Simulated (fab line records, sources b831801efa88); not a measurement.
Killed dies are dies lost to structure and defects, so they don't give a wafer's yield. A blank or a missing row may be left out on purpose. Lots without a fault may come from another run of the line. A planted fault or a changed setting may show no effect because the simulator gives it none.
Chamber matching | flow sky130 | SKY_POLY_GATE_ETCH_15 on rie_diel-04: 4 sister chambers
The step etches BARC in N2/H2, stops on SiO2, time 118.5 s, target depth 110 nm. 16 wafers are shown with their chamber, then 8 later ones without.

WAFERS WITH THEIR CHAMBER
wafer  | chamber | drypump_motor_current_A (A) | oes_product_au (a.u.) | throttle_valve_pct (%)
L082.1 | 3       | 6.4                         | 0.716                 | 13.219
L082.2 | 0       | 6.0                         | 0.719                 | 13.216
L082.3 | 2       | 5.8                         | 0.720                 | 13.201
L082.4 | 1       | 5.5                         | 0.727                 | 13.219
L082.5 | 2       | 5.9                         | 0.718                 | 13.221
L082.6 | 3       | 6.4                         | 0.719                 | 13.204
L084.1 | 2       | 5.8                         | 0.722                 | 13.208
L084.2 | 1       | 5.5                         | 0.721                 | 13.199
L084.3 | 0       | 6.0                         | 0.719                 | 13.217
L084.4 | 3       | 6.5                         | 0.708                 | 13.192
L084.5 | 1       | 5.5                         | 0.715                 | 13.223
L084.6 | 0       | 6.0                         | 0.720                 | 13.207
L085.1 | 0       | 6.0                         | 0.724                 | 13.210
L085.2 | 3       | 6.4                         | 0.710                 | 13.232
L085.3 | 2       | 5.8                         | 0.714                 | 13.203
L085.4 | 1       | 5.5                         | 0.712                 | 13.201

SIGNATURES (means of the wafers above)
reading                 | chamber 0 | chamber 1 | chamber 2 | chamber 3 | scatter within a chamber
drypump_motor_current_A | 6.000     | 5.500     | 5.825     | 6.425     | 0.0354
oes_product_au          | 0.72050   | 0.71875   | 0.71850   | 0.71325   | 0.00469
throttle_valve_pct      | 13.21250  | 13.21050  | 13.20825  | 13.21175  | 0.0118
Rule: a wafer's distance from a chamber is the root of the sum, over the readings, of the square of ((its reading less the chamber's mean) divided by the reading's scatter). The wafer belongs to the nearest chamber; if the next one is less than 2 further off, it can't be placed. The scatter: the root of (the sum of the squares of (reading less its chamber's mean) over the shown wafers, divided by (wafers less chambers)).

WAFERS WITHOUT THEIR CHAMBER
wafer  | drypump_motor_current_A (A) | oes_product_au (a.u.) | throttle_valve_pct (%)
L085.5 | 5.8                         | 0.714                 | 13.223
L085.6 | 6.5                         | 0.723                 | 13.208
L086.1 | 5.5                         | 0.721                 | 13.226
L086.2 | 6.0                         | 0.718                 | 13.213
L086.3 | 5.8                         | 0.721                 | 13.203
L086.4 | 6.5                         | 0.720                 | 13.226
L086.5 | 6.0                         | 0.714                 | 13.210
L086.6 | 6.4                         | 0.723                 | 13.214

WHICH CHAMBER EACH WENT THROUGH
wafer  | from the rows above | in truth
L085.5 | 2                   | 2
L085.6 | 3                   | 3
L086.1 | 1                   | 1
L086.2 | 0                   | 0
L086.3 | 2                   | 2
L086.4 | 3                   | 3
L086.5 | 0                   | 0
L086.6 | 3                   | 3
Placed correctly: 8 of 8. Can't be placed from these rows: 0. Placed wrongly: 0.
